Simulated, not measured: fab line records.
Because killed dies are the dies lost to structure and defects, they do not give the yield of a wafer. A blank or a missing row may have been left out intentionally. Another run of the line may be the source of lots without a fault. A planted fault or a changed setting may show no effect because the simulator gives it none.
fab line records	flow sky130
record lots=12	wafers=36	last_day=50
route steps=708 shown VT_ADJUST_NCORE@128 CONTACT@429 VIA2@510
lots that met no fault: taken from a fault-free run of the same line
start_h: hours from the record's opening day to when the first of the lot's shown wafers began	wait_h: hours since the lot's step before	" unchanged from the row above	L1.1+2: a row that stands for several wafers	- value missing, or start not given	* or withheld: withheld	< > ~ a bound
route shown NAME@n: a module of which the file shows steps, and the number in the route of the first	usual: average and standard deviation across the fault-free wafers	same: alike in all rows	chamber/n: place in a boat	sites: the reading at each site	_std_site: standard deviation across them	_edge_site: the outer-site mean with the inner-site mean subtracted	radius_mm: for every site, how far away it sits from the centre of the wafer	mask NAME#n: copy n	behind: the most recent tool/chamber to have shaped the wafer	hold: cause of the lot's hold/its duration in hours/its outcome	device: transistor that didn't switch, given as n, p or np	end of line: the route-end tests of the same wafers	a step with no rows: only its recipe	killed: at the first sort, the dies lost to defects and structure; wafer yield is something else	map: shows each die of a wafer: x if killed, . if not, _ if none is there
set.NAME: the setting as run; set.NAME@STEP: as run at that earlier step	model.NAME: the simulator's own value behind a step, which no gauge read
route steps across a sampled set of lots; one table per step, one row per wafer
services: when a tool's chamber went out of use (start_h, in hours from the record's first day, below 0 if earlier), for how many hours, and the reason
## steps
# step SKY_VT_ADJUST_NCORE_IMPLANT_09
# recipe species=B	energy_kev=10	dose_cm2=2.4e+12	tilt_deg=withheld
# usual beam_on_s=10.01/0.2	end_station_pressure_torr=5e-06/2.6e-07	faraday_current_uA=13.52/0.27
lot.wafer	tool	chamber	start_h	wait_h	beam_on_s	end_station_pressure_torr	faraday_current_uA
L959.2	implanter-01	0	199.34	0.0	9.99	5.02e-06	13.53
L959.5	"	0	"	"	10.17	4.84e-06	13.31
L959.6	"	0	"	"	10.08	4.9e-06	13.47
L961.2	implanter-01	0	201.88	0.0	9.88	4.8e-06	13.74
L961.3	"	0	"	"	10.05	5.17e-06	13.54
L961.5	"	0	"	"	10.33	4.83e-06	13.07
L962.1	implanter-01	0	213.76	0.0	10.05	4.75e-06	13.48
L962.3	"	0	"	"	10.38	5.12e-06	13.01
L962.5	"	0	"	"	9.94	4.91e-06	13.62
L966.1	implanter-03	0	242.16	0.0	9.92	5.16e-06	13.58
L966.2	"	0	"	"	9.87	4.55e-06	13.75
L966.5	"	0	"	"	9.94	4.7e-06	13.63
L968.2	implanter-01	0	258.34	0.0	12.64	5.18e-06	10.77
L968.4	"	0	"	"	12.41	4.9e-06	10.91
L968.6	"	0	"	"	12.34	4.42e-06	11.00
L969.2	implanter-04	0	260.72	0.0	9.88	5.34e-06	13.71
L969.3	"	0	"	"	10.07	4.43e-06	13.35
L969.6	"	0	"	"	10.01	5.01e-06	13.54
L972.1	implanter-01	0	294.86	0.0	12.93	5.02e-06	10.43
L972.2	"	0	"	"	12.15	5.14e-06	11.05
L972.3	"	0	"	"	12.04	4.59e-06	11.20
L977.1	implanter-03	0	325.41	0.0	10.26	5.34e-06	13.15
L977.3	"	0	"	"	10.05	4.73e-06	13.49
L977.6	"	0	"	"	9.83	4.78e-06	13.81
L978.2	implanter-03	0	329.59	0.0	10.17	5.03e-06	13.38
L978.3	"	0	"	"	10.10	5.08e-06	13.36
L978.6	"	0	"	"	9.95	4.74e-06	13.60
L979.3	implanter-03	0	345.15	0.1	10.13	5.02e-06	13.43
L979.4	"	0	"	"	10.28	5.31e-06	13.17
L979.5	"	0	"	"	9.81	4.99e-06	13.87
L980.1	implanter-01	0	346.97	0.0	10.03	5.03e-06	13.45
L980.2	"	0	"	"	10.08	4.97e-06	13.44
L980.5	"	0	"	"	10.11	4.98e-06	13.37
L981.1	implanter-04	0	355.02	0.0	10.11	5.02e-06	13.33
L981.2	"	0	"	"	10.02	4.54e-06	13.48
L981.6	"	0	"	"	10.15	5.63e-06	13.40
# step SKY_VT_ADJUST_NCORE_TW_MEAS_11
# usual VT_ADJUST_NCORE_TW=219.2/1.6
lot.wafer	tool	chamber	start_h	wait_h	hold	VT_ADJUST_NCORE_TW
L959.2	film_metro-02	-	199.58	0.1	-	219.6
L959.5	"	-	"	"	-	218.2
L959.6	"	-	"	"	-	218.4
L961.2	film_metro-03	-	202.12	0.1	-	220.9
L961.3	"	-	"	"	-	220.1
L961.5	"	-	"	"	-	221.6
L962.1	film_metro-02	-	214.01	0.1	-	219.2
L962.3	"	-	"	"	-	219.0
L962.5	"	-	"	"	-	218.1
L966.1	film_metro-02	-	242.41	0.1	-	219.2
L966.2	"	-	"	"	-	220.6
L966.5	"	-	"	"	-	219.2
L968.2	film_metro-02	-	258.58	0.1	await_dispo/0.2h/release	233.9
L968.4	"	-	"	"	await_dispo/0.2h/release	234.2
L968.6	"	-	"	"	await_dispo/0.2h/release	234.4
L968.2	film_metro-02	-	258.80	0.2	-	233.8
L968.4	"	-	"	"	-	232.5
L968.6	"	-	"	"	-	234.2
L969.2	film_metro-03	-	260.96	0.1	-	221.6
L969.3	"	-	"	"	-	220.2
L969.6	"	-	"	"	-	219.8
L972.1	film_metro-02	-	295.11	0.1	await_dispo/0.2h/release	233.2
L972.2	"	-	"	"	await_dispo/0.2h/release	233.4
L972.3	"	-	"	"	await_dispo/0.2h/release	234.7
L972.1	film_metro-02	-	295.33	0.2	-	232.9
L972.2	"	-	"	"	-	234.9
L972.3	"	-	"	"	-	232.8
L977.1	film_metro-02	-	325.66	0.1	-	218.8
L977.3	"	-	"	"	-	217.7
L977.6	"	-	"	"	-	219.0
L978.2	film_metro-01	-	329.82	0.1	-	215.0
L978.3	"	-	"	"	-	214.8
L978.6	"	-	"	"	-	215.3
L979.3	film_metro-03	-	345.37	0.1	-	219.6
L979.4	"	-	"	"	-	218.3
L979.5	"	-	"	"	-	219.3
L980.1	film_metro-01	-	347.22	0.1	-	214.7
L980.2	"	-	"	"	-	217.0
L980.5	"	-	"	"	-	217.2
L981.1	film_metro-02	-	355.27	0.1	-	220.5
L981.2	"	-	"	"	-	221.5
L981.6	"	-	"	"	-	219.6
# step SKY_CONTACT_SPUTTER_23
# recipe material=TiN	target_thk_nm=20	chamber_pressure_pa=5	power_w=4000	time_s=80
# usual throttle_valve_pct=30.1/0.97
lot.wafer	tool	chamber	start_h	wait_h	throttle_valve_pct
L959.2	pvd_sputter-03	-	755.85	0.0	30.2
L959.5	"	-	"	"	30.0
L959.6	"	-	"	"	31.8
L961.2	pvd_sputter-03	-	773.41	0.0	29.8
L961.3	"	-	"	"	30.1
L961.5	"	-	"	"	30.0
L962.1	pvd_sputter-03	-	775.82	0.0	30.4
L962.3	"	-	"	"	29.9
L962.5	"	-	"	"	31.8
L966.1	pvd_sputter-01	-	804.27	0.0	29.3
L966.2	"	-	"	"	29.1
L966.5	"	-	"	"	29.1
L968.2	pvd_sputter-04	-	815.41	0.0	29.9
L968.4	"	-	"	"	30.4
L968.6	"	-	"	"	31.3
L969.2	pvd_sputter-03	-	819.63	0.0	31.5
L969.3	"	-	"	"	30.1
L969.6	"	-	"	"	30.0
L972.1	pvd_sputter-01	-	861.20	0.0	29.0
L972.2	"	-	"	"	29.4
L972.3	"	-	"	"	29.2
L977.1	pvd_sputter-01	-	890.07	0.0	29.3
L977.3	"	-	"	"	29.4
L977.6	"	-	"	"	31.2
L978.2	pvd_sputter-04	-	897.10	0.0	29.9
L978.3	"	-	"	"	30.6
L978.6	"	-	"	"	30.6
L979.3	pvd_sputter-03	-	908.40	0.0	28.6
L979.4	"	-	"	"	30.6
L979.5	"	-	"	"	30.3
L980.1	pvd_sputter-04	-	912.36	0.0	30.7
L980.2	"	-	"	"	31.0
L980.5	"	-	"	"	30.2
L981.1	pvd_sputter-03	-	917.49	0.0	28.6
L981.2	"	-	"	"	29.9
L981.6	"	-	"	"	31.6
# step SKY_VIA2_BOW_MEAS_03
# recipe mode=bow
# usual VIA2_BOW=86/7.3
lot.wafer	tool	chamber	start_h	wait_h	VIA2_BOW[um]
L959.2	film_metro-03	-	839.85	0.1	68
L959.5	"	-	"	"	88
L959.6	"	-	"	"	86
L961.2	film_metro-02	-	857.55	0.2	87
L961.3	"	-	"	"	86
L961.5	"	-	"	"	104
L962.1	film_metro-02	-	859.52	0.1	84
L962.3	"	-	"	"	79
L962.5	"	-	"	"	87
L966.1	film_metro-03	-	888.24	0.2	80
L966.2	"	-	"	"	88
L966.5	"	-	"	"	82
L968.2	film_metro-03	-	898.93	0.2	82
L968.4	"	-	"	"	94
L968.6	"	-	"	"	94
L969.2	film_metro-03	-	902.35	0.3	73
L969.3	"	-	"	"	84
L969.6	"	-	"	"	77
L972.1	film_metro-01	-	942.24	0.1	79
L972.2	"	-	"	"	80
L972.3	"	-	"	"	84
L977.1	film_metro-03	-	969.84	0.2	86
L977.3	"	-	"	"	85
L977.6	"	-	"	"	92
L978.2	film_metro-01	-	976.14	0.2	80
L978.3	"	-	"	"	90
L978.6	"	-	"	"	93
L979.3	film_metro-01	-	987.22	0.3	98
L979.4	"	-	"	"	86
L979.5	"	-	"	"	89
L980.1	film_metro-01	-	991.06	0.2	79
L980.2	"	-	"	"	91
L980.5	"	-	"	"	93
L981.1	film_metro-02	-	995.58	0.1	74
L981.2	"	-	"	"	77
L981.6	"	-	"	"	91
# step SKY_VIA2_CMP_24
# recipe stop_on=SiO2	t_overpolish_s=20	down_force_psi=3.5	platen_rpm=60	target_thk_nm=0	pad_velocity_m_s=0.94248
# usual motor_current_A=11.2/1.4	overpolish_run_s=20.001/0.0084	slurry_filter_dp_kPa=13.51/0.15	slurry_flow_ml_min=150.0/0.49	time_to_endpoint_s=98/5.1
# same t_overpolish_s=20
lot.wafer	tool	chamber	start_h	wait_h	motor_current_A	overpolish_run_s	slurry_filter_dp_kPa	slurry_flow_ml_min	time_to_endpoint_s
L959.2	cmp-01	0	867.61	0.1	11.6	19.996	13.53	149.8	108
L959.5	"	2	"	"	10.8	19.995	13.47	150.3	94
L959.6	"	3	"	"	11.0	20.000	13.53	149.6	103
L961.2	cmp-02	2	884.49	0.0	13.5	19.996	13.61	150.3	97
L961.3	"	3	"	"	9.6	20.010	13.55	149.9	89
L961.5	"	2	"	"	12.4	20.001	13.39	149.9	95
L962.1	cmp-02	2	886.62	0.1	12.4	20.002	13.38	149.7	95
L962.3	"	0	"	"	9.9	19.984	13.55	149.6	100
L962.5	"	2	"	"	13.6	20.014	13.31	151.1	93
L966.1	cmp-02	3	914.64	0.1	9.2	20.015	13.32	149.6	94
L966.2	"	2	"	"	13.3	20.006	13.39	150.4	98
L966.5	"	3	"	"	9.0	20.007	13.65	149.0	97
L968.2	cmp-01	0	925.26	0.1	12.0	19.994	13.34	150.2	105
L968.4	"	2	"	"	11.5	20.004	13.43	150.6	97
L968.6	"	0	"	"	11.3	20.004	13.47	149.9	103
L969.3	cmp-01	2	928.63	0.1	12.2	19.996	13.60	150.9	99
L969.2	"	3	"	"	11.6	20.007	13.24	149.8	103
L969.6	"	1	"	"	12.4	20.011	13.66	149.8	96
L972.3	cmp-02	0	967.98	0.0	9.6	20.015	13.51	150.6	97
L972.2	"	2	"	"	12.9	19.991	13.30	149.5	92
L972.1	"	3	"	"	9.7	20.001	13.68	149.7	86
L977.3	cmp-02	3	994.37	0.0	10.0	19.996	13.20	149.5	88
L977.1	"	1	"	"	12.1	20.004	13.68	150.2	99
L977.6	"	0	"	"	9.8	19.997	13.35	149.8	95
L978.2	cmp-02	0	1001.03	0.1	9.8	20.005	13.57	150.0	97
L978.3	"	2	"	"	12.8	19.996	13.71	150.3	96
L978.6	"	3	"	"	9.0	20.024	13.62	150.5	88
L979.3	cmp-01	1	1011.19	0.1	12.2	20.007	13.67	150.3	94
L979.4	"	2	"	"	11.8	20.004	13.80	150.0	95
L979.5	"	0	"	"	11.7	20.007	13.23	149.7	109
L980.1	cmp-02	3	1015.87	0.1	9.6	19.999	13.35	150.4	95
L980.2	"	1	"	"	11.6	20.007	13.81	149.7	106
L980.5	"	2	"	"	13.1	19.993	13.68	150.8	98
L981.1	cmp-01	2	1020.33	0.1	11.1	19.996	13.56	150.6	94
L981.2	"	0	"	"	11.1	20.008	13.44	150.5	100
L981.6	"	3	"	"	11.1	20.007	13.73	149.6	98
## services
tool	chamber	start_h	hours	kind
implanter-01	-	178.44	3.1	pm
cmp-02	-	194.43	19.3	pm
implanter-01	-	214.02	8.7	repair
pvd_sputter-03	-	240.65	8.4	repair
cmp-02	-	295.32	0.5	repair
implanter-01	-	302.28	2.4	repair
pvd_sputter-03	-	326.82	4.7	repair
cmp-02	-	331.53	2.3	repair
implanter-01	-	356.62	4.1	pm
cmp-02	-	404.22	4.0	pm
cmp-02	-	508.33	3.3	pm
cmp-02	-	566.63	1.3	repair
cmp-02	-	589.09	1.5	repair
cmp-02	-	604.07	6.3	pm
cmp-02	-	616.71	2.2	repair
cmp-02	-	625.96	0.4	repair
cmp-02	-	650.94	4.0	repair
cmp-02	-	744.22	4.0	pm
cmp-02	-	764.61	3.3	repair
cmp-02	-	780.28	3.7	repair
cmp-02	-	877.33	2.5	pm
cmp-02	-	880.20	1.4	repair
cmp-02	-	922.39	1.6	repair
cmp-02	-	972.86	1.5	repair
## key
first_sign step=SKY_VT_ADJUST_NCORE_IMPLANT_09	reading=beam_on_s	direction=up	sigmas=12	usual=10.01	struck=12.42
effect step=SKY_VT_ADJUST_NCORE_IMPLANT_09	reading=faraday_current_uA	direction=down	sigmas=9.9	usual=13.52	struck=10.89
effect step=SKY_VT_ADJUST_NCORE_TW_MEAS_11	reading=visit	direction=added
effect step=SKY_VT_ADJUST_NCORE_TW_MEAS_11	reading=VT_ADJUST_NCORE_TW	direction=up	sigmas=9.2	usual=219.2	struck=234.0
met_at SKY_VT_ADJUST_NCORE_IMPLANT_09
struck_lots L968,L972
tester_left_out L968,L972
not_acting_at SKY_CONTACT_SPUTTER_23,SKY_VIA2_BOW_MEAS_03,SKY_VIA2_CMP_24
onset_between 213.76 258.34
fault kind=process_parameter_drift	tool=implanter-01	chamber=-	onset_h=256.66	steps=SKY_VT_ADJUST_NCORE_IMPLANT_09	channel=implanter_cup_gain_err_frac	offset=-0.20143	shape=step	end_h=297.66
# tester_left_out: of these lots the tester's yield and bins aren't shown, on N5 and GAA mostly nor the transistor test; their killed dies are dies lost to structure and defects alone, not to doping, threshold or leakage, so they don't give the yield
